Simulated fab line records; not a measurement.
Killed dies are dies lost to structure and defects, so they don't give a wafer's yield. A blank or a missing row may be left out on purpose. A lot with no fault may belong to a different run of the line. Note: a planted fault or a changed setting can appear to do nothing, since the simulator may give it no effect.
Which of the tools did it? | flow gf180mcu | 36 wafers from 12 lots sampled at 5 of the route's 602 steps

WHAT EACH GAUGE READ, for each wafer
GF_STI_THK_MEAS_04.
lot  | measured    | on            | STI_CVD_03_THK (nm)
L309 | day 1 19:02 | film metro-01 | 206.8 207.7 207.9
L312 | day 2 09:58 | film metro-04 | 209.8 207.5 208.9
L316 | day 3 05:51 | film metro-03 | 246.7 248.8 246.8
L317 | day 3 12:50 | film metro-03 | 244.2 244.7 244.5
L318 | day 3 18:17 | film metro-04 | 207.5 206.1 208.6
L321 | day 4 08:36 | film metro-01 | 208.3 208.1 206.0
L323 | day 4 18:23 | film metro-03 | 208.3 209.0 209.4
L325 | day 5 02:34 | film metro-01 | 207.6 208.6 206.7
L328 | day 5 22:12 | film metro-01 | 206.2 206.3 206.3
L329 | day 6 00:13 | film metro-03 | 209.6 209.5 208.3
L330 | day 6 04:32 | film metro-04 | 212.0 210.3 210.7
L331 | day 6 08:34 | film metro-03 | 207.0 206.9 208.2

GF_STI_THK_MEAS_24.
lot  | measured    | on            | STI_CVD_23_THK (nm)
L309 | day 2 09:11 | film metro-03 | 661 652 659
L312 | day 3 00:00 | film metro-01 | 656 649 654
L316 | day 3 20:54 | film metro-04 | 646 648 652
L317 | day 4 03:34 | film metro-03 | 637 644 637
L318 | day 4 10:47 | film metro-03 | 645 653 643
L321 | day 4 23:35 | film metro-04 | 643 642 641
L323 | day 5 12:39 | film metro-01 | 639 639 637
L325 | day 5 21:25 | film metro-03 | 638 649 643
L328 | day 6 14:42 | film metro-01 | 648 642 649
L329 | day 6 16:22 | film metro-01 | 635 643 636
L330 | day 6 22:15 | film metro-04 | 657 654 653
L331 | day 7 01:55 | film metro-03 | 645 646 642

GF_LVPWELL_OVL_MEAS_07.
lot  | measured    | on         | LVPWELL_OVL (nm)
L309 | day 4 03:44 | overlay-02 | 0.4 0.8 -0.3
L312 | day 4 17:34 | overlay-01 | -1.5 -2.3 -1.7
L316 | day 5 16:46 | overlay-01 | 2.0 1.1 1.5
L317 | day 6 00:53 | overlay-02 | 2.5 1.8 1.9
L318 | day 6 09:44 | overlay-02 | 3.2 0.8 1.3
L321 | day 6 22:13 | overlay-02 | 1.0 -0.1 0.3
L323 | day 7 18:31 | overlay-01 | -1.2 0.2 0.2
L325 | day 7 23:15 | overlay-02 | -0.3 1.0 1.2
L328 | day 8 17:36 | overlay-01 | -0.2 1.6 0.4
L329 | day 8 20:32 | overlay-02 | 1.5 1.3 2.6
L330 | day 9 01:20 | overlay-02 | -0.6 0.3 -0.1
L331 | day 9 06:03 | overlay-01 | 2.3 3.6 1.6

EACH LOT AND THE TOOL THAT RAN IT (in order: tool; ch and the chambers of the sampled wafers; start)
lot  | GF_STI_CVD_03              | GF_STI_ETCH_13
L309 | lpcvd-01 ch 1, day 1 17:04 | rie diel-03 ch 1,2,3, day 2 07:01
L312 | lpcvd-02 ch 1, day 2 07:58 | rie diel-03 ch 2,3, day 2 22:07
L316 | lpcvd-01 ch 1, day 3 03:51 | rie diel-04 ch 0,1, day 3 18:22
L317 | lpcvd-01 ch 1, day 3 10:50 | rie diel-04 ch 0,1,3, day 4 01:40
L318 | lpcvd-02 ch 1, day 3 16:18 | rie diel-04 ch 0,1,2, day 4 08:07
L321 | lpcvd-02 ch 0, day 4 06:37 | rie diel-01 ch 0,2, day 4 21:43
L323 | lpcvd-02 ch 1, day 4 15:24 | rie diel-01 ch 0,1,3, day 5 08:43
L325 | lpcvd-02 ch 0, day 5 00:34 | rie diel-04 ch 0,1,3, day 5 16:53
L328 | lpcvd-01 ch 1, day 5 20:13 | rie diel-04 ch 0,1,3, day 6 12:46
L329 | lpcvd-02 ch 1, day 5 22:14 | rie diel-01 ch 0,1,2, day 6 14:29
L330 | lpcvd-02 ch 0, day 6 02:32 | rie diel-03 ch 1,3, day 6 20:07
L331 | lpcvd-01 ch 1, day 6 06:34 | rie diel-04 ch 1,2, day 6 23:29
- GF_STI_CVD_03: deposits Si3N4 from DCS/NH3, target thk 207.16 nm, time 3551 s.
- GF_STI_ETCH_13: etches the open film in CHF3/O2, stops on Si, target depth 282.31 nm, time 112.9 s.

WHAT THE TOOLS THEMSELVES READ (means of the sampled wafers that have a number; where no wafer has one, the mark that the record gives instead)
GF_STI_CVD_03.
lot  | tool     | zone power lower pct (%)
L309 | lpcvd-01 | 12.5
L312 | lpcvd-02 | 11.9
L316 | lpcvd-01 | 12.6
L317 | lpcvd-01 | 12.6
L318 | lpcvd-02 | 11.8
L321 | lpcvd-02 | 14.2
L323 | lpcvd-02 | 11.8
L325 | lpcvd-02 | 14.0
L328 | lpcvd-01 | 12.6
L329 | lpcvd-02 | 11.7
L330 | lpcvd-02 | 14.1
L331 | lpcvd-01 | 12.6

GF_STI_ETCH_13.
lot  | tool        | bias w (W) | chf3 flow sccm (sccm) | drypump motor current A (A) | oes product au (a.u.) | throttle valve pct (%)
L309 | rie diel-03 | 200.2      | 49.87                 | 5.8                         | 0.833                 | 8.811
L312 | rie diel-03 | 200.3      | 50.10                 | 5.7                         | 0.835                 | 8.811
L316 | rie diel-04 | 200.2      | 49.81                 | 5.4                         | 0.923                 | 8.834
L317 | rie diel-04 | 199.9      | 49.94                 | 5.5                         | 0.919                 | 8.829
L318 | rie diel-04 | 199.2      | 49.98                 | 5.4                         | 0.835                 | 8.816
L321 | rie diel-01 | 200.0      | 50.01                 | 5.9                         | 0.828                 | 8.801
L323 | rie diel-01 | 200.3      | 50.02                 | 5.9                         | 0.841                 | 8.811
L325 | rie diel-04 | 200.6      | 50.01                 | 5.5                         | 0.829                 | 8.800
L328 | rie diel-04 | 200.6      | 49.91                 | 5.6                         | 0.833                 | 8.802
L329 | rie diel-01 | 199.9      | 49.97                 | 5.9                         | 0.835                 | 8.799
L330 | rie diel-03 | 199.7      | 50.13                 | 5.8                         | 0.841                 | 8.808
L331 | rie diel-04 | 199.6      | 50.02                 | 5.4                         | 0.835                 | 8.824

THE ANSWER, worked out from the rows above alone
Rule: the lots themselves supply what counts as usual. The widest of any qualifying gaps counts: lots, ordered by their means at a reading, are off when they make up no more than a third of the lots, leave a main group of 4 or more, and stand apart from it by 3 or more times the standard deviation of that group's means. A main group whose means are all the same, to the digits that the tables above print for the reading, isn't used. Also off: a lot with no number at a reading for which 4 or more lots have one. Any other lot the step has rows for is counted as sound. First the gauges in route order, then the tools' own readings, where a lot's mean is used as printed above. At the first step where some lot is off, the reading lying furthest off is the one used; lots without a number count as furthest.
Off: L316, L317, at GF_STI_THK_MEAS_04 (STI_CVD_03_THK). For the main group the mean is 208.1 nm and the standard deviation 1.3.
A tool fits if, at a process step before that reading, it ran every lot that is off, and no sound lot after the first of them. The gauges at GF_STI_THK_MEAS_04 aren't tried: what is off there is off at GF_STI_ETCH_13 too, on other tools, and a gauge's error can't cause that. No candidate that was tried fits.

WHAT HAD BEEN PUT IN BY THE SIMULATOR
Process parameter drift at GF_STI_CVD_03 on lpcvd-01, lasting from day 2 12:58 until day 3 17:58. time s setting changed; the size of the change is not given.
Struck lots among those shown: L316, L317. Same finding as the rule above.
